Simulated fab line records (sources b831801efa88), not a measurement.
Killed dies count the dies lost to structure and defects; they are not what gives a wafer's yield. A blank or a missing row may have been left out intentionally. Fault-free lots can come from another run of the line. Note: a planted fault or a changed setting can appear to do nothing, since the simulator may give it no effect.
Chamber matching    flow sky130    SKY_VIA1_ETCH_14 on rieDiel-02 has 4 sister chambers
The step etches BARC in N2/H2, stops on SiO2, time 45.9 s, target depth 60 nm. 8 wafers are shown with their chamber, then 9 later ones without.

## WAFERS, EACH WITH ITS CHAMBER
wafer   chamber  drypumpMotorCurrentA (A)  throttleValvePct (%)
L076.6  1        6.3                       13.224
L078.4  1        6.3                       13.222
L081.1  3        6.1                       13.236
L084.1  3        6.0                       13.228
L084.6  2        6.0                       13.233
L088.1  2        6.0                       13.240
L088.3  0        5.8                       13.222
L088.4  0        5.8                       13.212

## WAFERS WITHOUT THEIR CHAMBER
wafer   drypumpMotorCurrentA (A)  throttleValvePct (%)
L090.1  5.8                       13.230
L090.2  6.0                       13.246
L090.6  6.0                       13.226
L091.1  6.0                       13.225
L091.5  6.0                       13.224
L091.6  6.0                       13.223
L094.2  6.0                       13.224
L094.3  6.3                       13.218
L094.5  6.3                       13.221

## CHAMBER TAKEN BY EACH
wafer   from the rows above      in truth
L090.1  0                        0
L090.2  can't be placed: 2 or 3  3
L090.6  can't be placed: 3 or 2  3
L091.1  can't be placed: 3 or 2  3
L091.5  can't be placed: 3 or 2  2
L091.6  can't be placed: 3 or 2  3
L094.2  can't be placed: 3 or 2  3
L094.3  1                        1
L094.5  1                        1
Correctly placed: 3 of 9. Can't be placed from these rows: 6 (the true chamber is among the candidates in 6). Wrongly placed: 0.
How it was worked out, from the rows above alone: a wafer's distance from a chamber is the root of the sum, over the readings, of the square of ((its reading less the chamber's mean) divided by the reading's scatter). If the next closest chamber is less than 2 further off than the closest, the wafer can't be placed; otherwise it belongs to the closest. A chamber's mean is the mean of its shown wafers. The scatter: the root of (the sum of the squares of (reading less its chamber's mean) over the shown wafers, divided by (wafers less chambers)).
